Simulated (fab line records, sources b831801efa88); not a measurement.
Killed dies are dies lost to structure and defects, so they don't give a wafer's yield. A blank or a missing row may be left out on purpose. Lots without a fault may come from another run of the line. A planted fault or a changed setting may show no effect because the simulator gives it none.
Which tool did it? | flow gf180mcu | 14 lots, 42 wafers sampled, at 5 steps of a route of 602

WHAT THE GAUGES READ, wafer by wafer
GF_STI_THK_MEAS_30.
lot  | measured    | on            | STI_OXIDATION_02_THK (nm)
L895 | day 2 09:05 | film_metro-02 | 10.25 9.95 10.03
L896 | day 2 12:02 | film_metro-03 | 9.98 10.00 9.88
L897 | day 2 16:07 | film_metro-02 | 10.10 9.70 9.81
L898 | day 2 21:50 | film_metro-02 | 9.87 10.20 10.00
L899 | day 3 05:40 | film_metro-01 | 9.83 9.97 9.80
L900 | day 3 09:17 | film_metro-03 | 10.08 10.08 10.10
L902 | day 3 17:46 | film_metro-02 | 10.34 10.06 10.08
L903 | day 4 00:07 | film_metro-02 | 10.34 10.30 10.31
L904 | day 4 04:06 | film_metro-03 | 10.07 10.27 10.24
L905 | day 4 10:13 | film_metro-02 | 10.40 10.11 10.07
L906 | day 4 15:17 | film_metro-02 | 9.87 9.97 10.12
L908 | day 5 03:57 | film_metro-02 | 9.76 9.96 9.66
L911 | day 6 01:43 | film_metro-01 | 9.51 9.50 9.45
L916 | day 6 19:51 | film_metro-02 | 10.02 9.96 10.10

GF_MVPSD_OVL_MEAS_07.
lot  | measured     | on         | MVPSD_OVL (nm)
L895 | day 5 03:10  | overlay-02 | 2.8 1.6 2.7
L896 | day 5 08:43  | overlay-02 | 1.8 2.9 2.0
L897 | day 5 12:55  | overlay-02 | -1.0 0.1 0.8
L898 | day 5 16:49  | overlay-01 | 2.5 2.6 4.7
L899 | day 6 03:46  | overlay-01 | 4.6 3.0 3.4
L900 | day 6 06:22  | overlay-01 | -0.6 -1.8 0.7
L902 | day 6 17:19  | overlay-02 | 1.3 -1.4 -0.3
L903 | day 6 23:58  | overlay-01 | 5.6 4.9 4.0
L904 | day 7 05:08  | overlay-01 | 1.4 2.3 3.8
L905 | day 7 12:00  | overlay-01 | 0.2 2.4 1.6
L906 | day 7 17:43  | overlay-01 | 0.6 0.0 -0.4
L908 | day 8 07:37  | overlay-01 | 2.8 2.2 -0.3
L911 | day 9 10:25  | overlay-02 | -1.9 -2.6 -2.4
L916 | day 10 06:13 | overlay-01 | -1.1 -2.2 -1.9

GF_VT_IMPLANT_RS_MEAS_48: measures by four-point-probe.
lot  | measured     | on            | LVPWELL_RS (ohm/sq)
L895 | day 7 14:38  | film_metro-02 | 1192.4 1194.7 1198.3
L896 | day 7 22:01  | film_metro-01 | 1200.7 1195.3 1200.5
L897 | day 8 03:25  | film_metro-01 | 1196.7 1198.8 1195.6
L898 | day 8 06:43  | film_metro-04 | 1195.2 1192.5 1196.0
L899 | day 8 19:47  | film_metro-02 | 1191.6 1193.3 1193.4
L900 | day 8 23:05  | film_metro-02 | 1200.9 1199.5 1200.3
L902 | day 9 10:47  | film_metro-04 | 1191.7 1192.1 1191.0
L903 | day 9 19:52  | film_metro-02 | 1194.7 1196.7 1195.0
L904 | day 10 01:08 | film_metro-02 | 1195.0 1198.9 1196.7
L905 | day 10 08:47 | film_metro-02 | 1197.1 1197.2 1194.6
L906 | day 10 15:32 | film_metro-02 | 1196.6 1196.2 1196.1
L908 | day 11 06:16 | film_metro-01 | 1203.0 1197.7 1200.8
L911 | day 12 13:16 | film_metro-02 | 1255.3 1253.7 1252.4
L916 | day 13 09:56 | film_metro-01 | 1255.9 1261.5 1263.6

GF_DUAL_GATE_OVL_MEAS_11.
lot  | measured     | on         | DUAL_GATE_OVL (nm)
L895 | day 8 08:15  | overlay-02 | 0.3 0.0 0.7
L896 | day 8 18:45  | overlay-01 | -0.4 -0.8 0.9
L897 | day 9 02:37  | overlay-02 | 1.4 2.8 1.6
L898 | day 9 01:57  | overlay-01 | 3.1 0.2 0.3
L899 | day 9 15:13  | overlay-01 | 0.9 1.3 0.7
L900 | day 9 17:58  | overlay-01 | 1.5 1.3 2.2
L902 | day 10 05:43 | overlay-01 | 2.1 3.0 -0.3
L903 | day 10 15:39 | overlay-01 | -0.1 -0.1 -1.7
L904 | day 10 21:23 | overlay-02 | 0.6 0.1 1.2
L905 | day 11 05:07 | overlay-02 | 0.7 -0.9 0.1
L906 | day 11 11:24 | overlay-01 | 1.3 0.9 1.1
L908 | day 12 06:49 | overlay-02 | -0.4 2.3 0.8
L911 | day 13 10:33 | overlay-02 | 3.7 1.9 3.2
L916 | day 14 08:45 | overlay-02 | -1.6 -2.6 -1.1

WHICH TOOL RAN EACH LOT (tool, then ch and the chambers of the sampled wafers, then the start)
lot  | GF_LVPWELL_IMPLANT_08
L895 | implanter-03 ch 0, day 3 23:21
L896 | implanter-04 ch 0, day 4 04:25
L897 | implanter-03 ch 0, day 4 08:46
L898 | implanter-02 ch 0, day 4 12:31
L899 | implanter-02 ch 0, day 4 23:08
L900 | implanter-04 ch 0, day 5 02:42
L902 | implanter-02 ch 0, day 5 11:57
L903 | implanter-02 ch 0, day 5 18:10
L904 | implanter-03 ch 0, day 5 23:13
L905 | implanter-04 ch 0, day 6 05:23
L906 | implanter-04 ch 0, day 6 10:09
L908 | implanter-03 ch 0, day 6 23:14
L911 | implanter-02 ch 0, day 8 01:03
L916 | implanter-02 ch 0, day 8 20:02
- GF_LVPWELL_IMPLANT_08

WHAT THE TOOLS THEMSELVES READ (means of the sampled wafers that have a number; where no wafer has one, the mark that the record gives instead)
GF_LVPWELL_IMPLANT_08.
lot  | tool         | beam_energy_keV
L895 | implanter-03 | 170.03
L896 | implanter-04 | 169.96
L897 | implanter-03 | 169.99
L898 | implanter-02 | 169.97
L899 | implanter-02 | 169.99
L900 | implanter-04 | 170.02
L902 | implanter-02 | 170.05
L903 | implanter-02 | 169.97
L904 | implanter-03 | 169.97
L905 | implanter-04 | 170.00
L906 | implanter-04 | 169.98
L908 | implanter-03 | 170.02
L911 | implanter-02 | 133.03
L916 | implanter-02 | 133.11

THE ANSWER, worked out from the rows above alone
Rule: what is usual is taken from the lots themselves. Put in order of their means at a reading, lots are off if they are a third of the lots or fewer, leave a main group of 4 or more, and stand apart from it by a gap of 3 or more times the standard deviation of the main group's means; of several such gaps the widest counts. A main group whose means are all the same, to the digits that the tables above print for the reading, isn't used. A lot without any number at a reading at which 4 lots or more have one is off too. The other lots that the step has rows for count as sound. The gauges are gone through in route order, then the tools' own readings, and for those a lot's mean is taken as printed above. The first step at which some lot is off is used, and at that step the reading that is off furthest; a lot without a number counts as furthest.
Off: L911, L916, at GF_VT_IMPLANT_RS_MEAS_48 (LVPWELL_RS). The main group: mean 1196.3 ohm/sq, standard deviation 2.6.
A tool fits if, at a process step before that reading, it ran every lot that is off, and no sound lot after the first of them. The gauges at GF_VT_IMPLANT_RS_MEAS_48 aren't tried: what is off there is off at GF_LVPWELL_IMPLANT_08 too, on other tools, and a gauge's error can't cause that. One fits: implanter-02 at GF_LVPWELL_IMPLANT_08. Its last sound lot is L903 (day 5 18:10), its first lot that is off L911 (day 8 01:03): a fault that began between those two fits.
The tool's own readings at GF_LVPWELL_IMPLANT_08 bear it out: on the lots that are off they differ by more than 5 times the standard deviation of the sound lots' means. beam_energy_keV reads 133.07 there against 170.00 on the sound lots.

WHAT THE SIMULATOR HAD PUT IN
Process parameter drift: implanter-02, from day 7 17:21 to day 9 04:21, at GF_LVPWELL_IMPLANT_08. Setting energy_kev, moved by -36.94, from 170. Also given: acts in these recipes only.
Lots struck among those shown: L911, L916. The rule above found the same.
